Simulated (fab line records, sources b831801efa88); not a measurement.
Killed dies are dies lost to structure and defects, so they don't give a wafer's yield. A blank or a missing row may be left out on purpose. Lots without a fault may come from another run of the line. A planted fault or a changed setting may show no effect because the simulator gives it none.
Which tool did it? | flow sky130 | 11 lots, 31 wafers sampled, at 6 steps of a route of 708

WHAT THE GAUGES READ, wafer by wafer
SKY_PWDE_TW_MEAS_10. Usual: PWDE_TW 371.5, standard deviation 2.2.
lot  | measured    | on            | PWDE_TW           | flag
L279 | day 4 14:56 | film_metro-02 | 369.1 369.6 366.2 |
L281 | day 4 20:27 | film_metro-02 | 370.4 370.9 370.4 |
L280 | day 4 20:07 | film_metro-03 | 370.0 369.9 370.6 |
L282 | day 5 07:49 | film_metro-04 | 373.0 372.8 371.9 |
L283 | day 5 16:05 | film_metro-02 | 371.4 370.7 371.8 |
L284 | day 5 16:11 | film_metro-04 | 415.1 372.9       | OFF
L287 | day 6 11:11 | film_metro-03 | 420.8 377.8       | OFF
L295 | day 8 05:11 | film_metro-02 | 371.8 371.7 373.2 |
L296 | day 8 14:44 | film_metro-02 | 370.2 371.9 372.8 |
L297 | day 8 18:32 | film_metro-02 | 370.1 370.3 371.8 |
L299 | day 9 02:18 | film_metro-03 | 377.1 376.6 376.4 |

SKY_NWELL_RS_MEAS_31: measures by four-point-probe. Usual: PWDE_RS 5279 ohm/sq, standard deviation 15.
lot  | measured     | on            | PWDE_RS (ohm/sq) | flag
L279 | day 6 04:05  | film_metro-03 | 5286 5281 5267   |
L281 | day 6 09:59  | film_metro-03 | 5271 5270 5285   |
L280 | day 6 09:16  | film_metro-03 | 5264 5259 5273   |
L282 | day 6 22:07  | film_metro-03 | 5280 5269 5268   |
L283 | day 7 06:32  | film_metro-02 | 5253 5247 5242   |
L284 | day 7 07:05  | film_metro-02 | 4002 5278        | OFF
L287 | day 8 01:50  | film_metro-03 | 4003 5289        | OFF
L295 | day 10 01:30 | film_metro-02 | 5283 5276 5263   |
L296 | day 10 11:35 | film_metro-02 | 5284 5285 5286   |
L297 | day 10 16:09 | film_metro-02 | 5300 5311 5294   |
L299 | day 11 00:41 | film_metro-02 | 5282 5276 5277   |

WHICH TOOL RAN EACH LOT (tool, then ch and the chambers of the sampled wafers, then the start)
lot  | SKY_FIELD_ISO_ETCH_15             | SKY_FIELD_ISO_CMP_27         | SKY_PWDE_IMPLANT_08            | SKY_NWELL_STRIP_14
L279 | rie_diel-03 ch 0,1,2, day 2 20:36 | cmp-02 ch 0,1,2, day 3 02:44 | implanter-03 ch 0, day 4 14:41 | plasma_asher-02 ch 0,1, day 5 09:11
L281 | rie_diel-02 ch 0,2, day 3 04:30   | cmp-02 ch 0,1,3, day 3 08:02 | implanter-03 ch 0, day 4 20:12 | plasma_asher-03 ch 0,1, day 5 14:59
L280 | rie_diel-04 ch 2,3, day 3 04:40   | cmp-01 ch 0,1,2, day 3 08:41 | implanter-01 ch 0, day 4 19:54 | plasma_asher-04 ch 0,1, day 5 14:34
L282 | rie_diel-04 ch 0,3, day 3 12:42   | cmp-01 ch 1,3, day 3 16:29   | implanter-01 ch 0, day 5 07:34 | plasma_asher-03 ch 1, day 6 02:47
L283 | rie_diel-03 ch 0,2,3, day 3 20:22 | cmp-02 ch 0,1,2, day 4 01:08 | implanter-03 ch 0, day 5 15:50 | plasma_asher-04 ch 0,1, day 6 11:16
L284 | rie_diel-04 ch 1,3, day 3 23:07   | cmp-01 ch 1,3, day 4 02:57   | implanter-01 ch 0, day 5 15:53 | plasma_asher-03 ch 1, day 6 11:37
L287 | rie_diel-04 ch 1,2, day 4 15:04   | cmp-01 ch 0,1, day 4 19:26   | implanter-01 ch 0, day 6 10:56 | plasma_asher-04 ch 1, day 7 06:08
L295 | rie_diel-04 ch 1,2,3, day 6 06:33 | cmp-01 ch 1,2,3, day 6 11:16 | implanter-04 ch 0, day 8 04:58 | plasma_asher-02 ch 0,1, day 9 02:52
L296 | rie_diel-02 ch 0,1, day 6 12:40   | cmp-01 ch 0,1,3, day 6 18:35 | implanter-01 ch 0, day 8 14:31 | plasma_asher-03 ch 1, day 9 12:38
L297 | rie_diel-02 ch 0,1,3, day 6 20:07 | cmp-02 ch 0,1,2, day 6 23:35 | implanter-03 ch 0, day 8 18:18 | plasma_asher-04 ch 0,1, day 9 17:07
L299 | rie_diel-04 ch 0,3, day 7 03:10   | cmp-02 ch 1,3, day 7 06:47   | implanter-01 ch 0, day 9 02:03 | plasma_asher-04 ch 0,1, day 10 00:37
- SKY_FIELD_ISO_ETCH_15: etches the open film in CHF3/O2, stops on Si, target depth 180 nm, time 72 s.
- SKY_FIELD_ISO_CMP_27: polishes, stops on Si3N4, t overpolish 16 s, target thk 457.8 nm.
- SKY_PWDE_IMPLANT_08
- SKY_NWELL_STRIP_14: strips in O2/N2.

WHAT THE TOOLS THEMSELVES READ (means of the sampled wafers that have a number; where no wafer has one, the mark that the record gives instead)
SKY_FIELD_ISO_ETCH_15. Usual: chf3_flow_sccm 50.01 sccm, standard deviation 0.15; drypump_motor_current_A 5.9 A, standard deviation 0.43; oes_product_au 0.943 a.u., standard deviation 0.0066; throttle_valve_pct 8.843 %, standard deviation 0.0092.
lot  | tool        | chf3_flow_sccm (sccm) | drypump_motor_current_A (A) | oes_product_au (a.u.) | throttle_valve_pct (%) | flag
L279 | rie_diel-03 | 49.90                 | 5.9                         | 0.952                 | 8.845                  |
L281 | rie_diel-02 | 49.89                 | 5.8                         | 0.944                 | 8.839                  |
L280 | rie_diel-04 | 50.12                 | 5.4                         | 0.940                 | 8.839                  |
L282 | rie_diel-04 | 49.97                 | 6.0                         | 0.947                 | 8.833                  |
L283 | rie_diel-03 | 49.99                 | 6.1                         | 0.940                 | 8.830                  |
L284 | rie_diel-04 | 49.87                 | 5.8                         | 0.945                 | 8.844                  |
L287 | rie_diel-04 | 50.06                 | 6.0                         | 0.946                 | 8.846                  |
L295 | rie_diel-04 | 49.97                 | 5.8                         | 0.950                 | 8.844                  |
L296 | rie_diel-02 | 50.00                 | 5.9                         | 0.946                 | 8.838                  |
L297 | rie_diel-02 | 50.01                 | 6.0                         | 0.939                 | 8.842                  |
L299 | rie_diel-04 | 50.11                 | 6.0                         | 0.938                 | 8.849                  |

SKY_FIELD_ISO_CMP_27. Usual: motor_current_A 12.8 A, standard deviation 2.3; overpolish_run_s 16.000 s, standard deviation 0.0088; slurry_filter_dp_kPa 13.50 kPa, standard deviation 0.14; time_to_endpoint_s 111 s, standard deviation 4.9.
lot  | tool   | motor_current_A (A) | overpolish_run_s (s) | slurry_filter_dp_kPa (kPa) | time_to_endpoint_s (s) | flag
L279 | cmp-02 | 12.5                | 15.990               | 13.52                      | 111                    |
L281 | cmp-02 | 13.0                | 16.003               | 13.48                      | 109                    |
L280 | cmp-01 | 12.4                | 16.001               | 13.55                      | 110                    |
L282 | cmp-01 | 11.2                | 16.003               | 13.58                      | 110                    |
L283 | cmp-02 | 12.4                | 16.007               | 13.56                      | 115                    |
L284 | cmp-01 | 11.8                | 16.008               | 13.65                      | 112                    |
L287 | cmp-01 | 10.6                | 16.002               | 13.47                      | 111                    |
L295 | cmp-01 | 13.4                | 16.007               | 13.47                      | 113                    |
L296 | cmp-01 | 10.8                | 15.997               | 13.46                      | 114                    |
L297 | cmp-02 | 12.7                | 15.998               | 13.57                      | 109                    |
L299 | cmp-02 | 13.5                | 15.995               | 13.51                      | 103                    |

SKY_PWDE_IMPLANT_08. Usual: beam_on_s 10.01 s, standard deviation 0.22; faraday_current_uA 20.3, standard deviation 0.43.
lot  | tool         | beam_on_s (s) | faraday_current_uA | flag
L279 | implanter-03 | 9.84          | 20.6               |
L281 | implanter-03 | 9.91          | 20.5               |
L280 | implanter-01 | 10.04         | 20.2               |
L282 | implanter-01 | 9.93          | 20.5               |
L283 | implanter-03 | 9.92          | 20.5               |
L284 | implanter-01 | 12.23         | 17.1               | OFF
L287 | implanter-01 | 11.95         | 17.4               | OFF
L295 | implanter-04 | 9.89          | 20.6               |
L296 | implanter-01 | 10.07         | 20.2               |
L297 | implanter-03 | 9.95          | 20.4               |
L299 | implanter-01 | 9.90          | 20.4               |

SKY_NWELL_STRIP_14. Usual: drypump_motor_current_A 5.80 A, standard deviation 0.25; oes_product_au 0.722 a.u., standard deviation 0.0046; strip_time_to_endpoint_s 36.96 s, standard deviation 0.092.
lot  | tool            | drypump_motor_current_A (A) | oes_product_au (a.u.) | strip_time_to_endpoint_s (s) | flag
L279 | plasma_asher-02 | 5.80                        | 0.720                 | 37.06                        |
L281 | plasma_asher-03 | 5.82                        | 0.719                 | 36.92                        |
L280 | plasma_asher-04 | 5.85                        | 0.723                 | 37.08                        |
L282 | plasma_asher-03 | 5.32                        | 0.716                 | 36.91                        |
L283 | plasma_asher-04 | 5.95                        | 0.724                 | 36.79                        |
L284 | plasma_asher-03 | 5.31                        | 0.720                 | 36.98                        |
L287 | plasma_asher-04 | 6.07                        | 0.714                 | 37.02                        |
L295 | plasma_asher-02 | 5.80                        | 0.725                 | 36.95                        |
L296 | plasma_asher-03 | 5.30                        | 0.726                 | 36.90                        |
L297 | plasma_asher-04 | 5.95                        | 0.727                 | 37.02                        |
L299 | plasma_asher-04 | 5.86                        | 0.721                 | 37.16                        |

THE ANSWER, worked out from the rows above alone
Rule: a lot is off if the mean of its wafers that have a number lies more than 3 standard deviations from the usual mean. A lot without any number at a reading at which 4 lots or more have one is off too. The other lots that the step has rows for count as sound. The gauges are gone through in route order, then the tools' own readings, and for those a lot's mean is taken as printed above. The first step at which some lot is off is used, and at that step the reading that is off furthest; a lot without a number counts as furthest.
Off: L284, L287, at SKY_PWDE_TW_MEAS_10 (PWDE_TW).
A tool fits if, at a process step before that reading, it ran every lot that is off, and no sound lot after the first of them. The gauges at SKY_PWDE_TW_MEAS_10 aren't tried: what is off there is off at SKY_PWDE_IMPLANT_08 too, on other tools, and a gauge's error can't cause that. None of those tried fits.

WHAT THE SIMULATOR HAD PUT IN
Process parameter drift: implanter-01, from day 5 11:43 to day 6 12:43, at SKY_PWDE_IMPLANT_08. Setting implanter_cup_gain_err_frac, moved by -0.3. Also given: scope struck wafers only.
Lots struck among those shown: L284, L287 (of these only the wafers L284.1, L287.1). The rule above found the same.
